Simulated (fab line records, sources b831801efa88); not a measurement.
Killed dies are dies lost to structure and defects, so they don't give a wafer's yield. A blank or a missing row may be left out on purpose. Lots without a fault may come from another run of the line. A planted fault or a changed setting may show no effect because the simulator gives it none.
Which tool did it? | flow sky130 | 6 lots, 18 wafers sampled, at 2 steps of a route of 708

WHAT THE GAUGES READ, wafer by wafer
SKY_POLY_CUT_OVL_MEAS_09.
lot  | measured     | on         | POLY_CUT_OVL (nm)
L751 | day 24 16:37 | overlay-01 | -11 -11 -8
L755 | day 26 20:50 | overlay-01 | 1 -3 0
L759 | day 27 23:46 | overlay-02 | 1 -7 -2
L762 | day 28 15:49 | overlay-02 | -5 -9 -11
L767 | day 30 00:51 | overlay-02 | 1 -2 -4
L772 | day 31 20:43 | overlay-02 | -8 -5 -3

WHICH TOOL RAN EACH LOT (tool, then ch and the chambers of the sampled wafers, then the start)
lot  | SKY_LDD_LDN_STRIP_12
L751 | plasma_asher-04 ch 0,1, day 23 08:50
L755 | plasma_asher-02 ch 0,1, day 25 13:25
L759 | plasma_asher-04 ch 0,1, day 26 17:08
L762 | plasma_asher-03 ch 0, day 27 09:11
L767 | plasma_asher-02 ch 0,1, day 28 18:59
L772 | plasma_asher-04 ch 0,1, day 30 14:52
- SKY_LDD_LDN_STRIP_12: strips in O2/N2.

THE ANSWER, worked out from the rows above alone
Rule: what is usual is taken from the lots themselves. Put in order of their means at a reading, lots are off if they are a third of the lots or fewer, leave a main group of 4 or more, and stand apart from it by a gap of 3 or more times the standard deviation of the main group's means; of several such gaps the widest counts. A main group whose means are all the same, to the digits that the tables above print for the reading, isn't used. A lot without any number at a reading at which 4 lots or more have one is off too. The other lots that the step has rows for count as sound.
No lot is off at any reading shown: from this, nothing can be told.

WHAT THE SIMULATOR HAD PUT IN
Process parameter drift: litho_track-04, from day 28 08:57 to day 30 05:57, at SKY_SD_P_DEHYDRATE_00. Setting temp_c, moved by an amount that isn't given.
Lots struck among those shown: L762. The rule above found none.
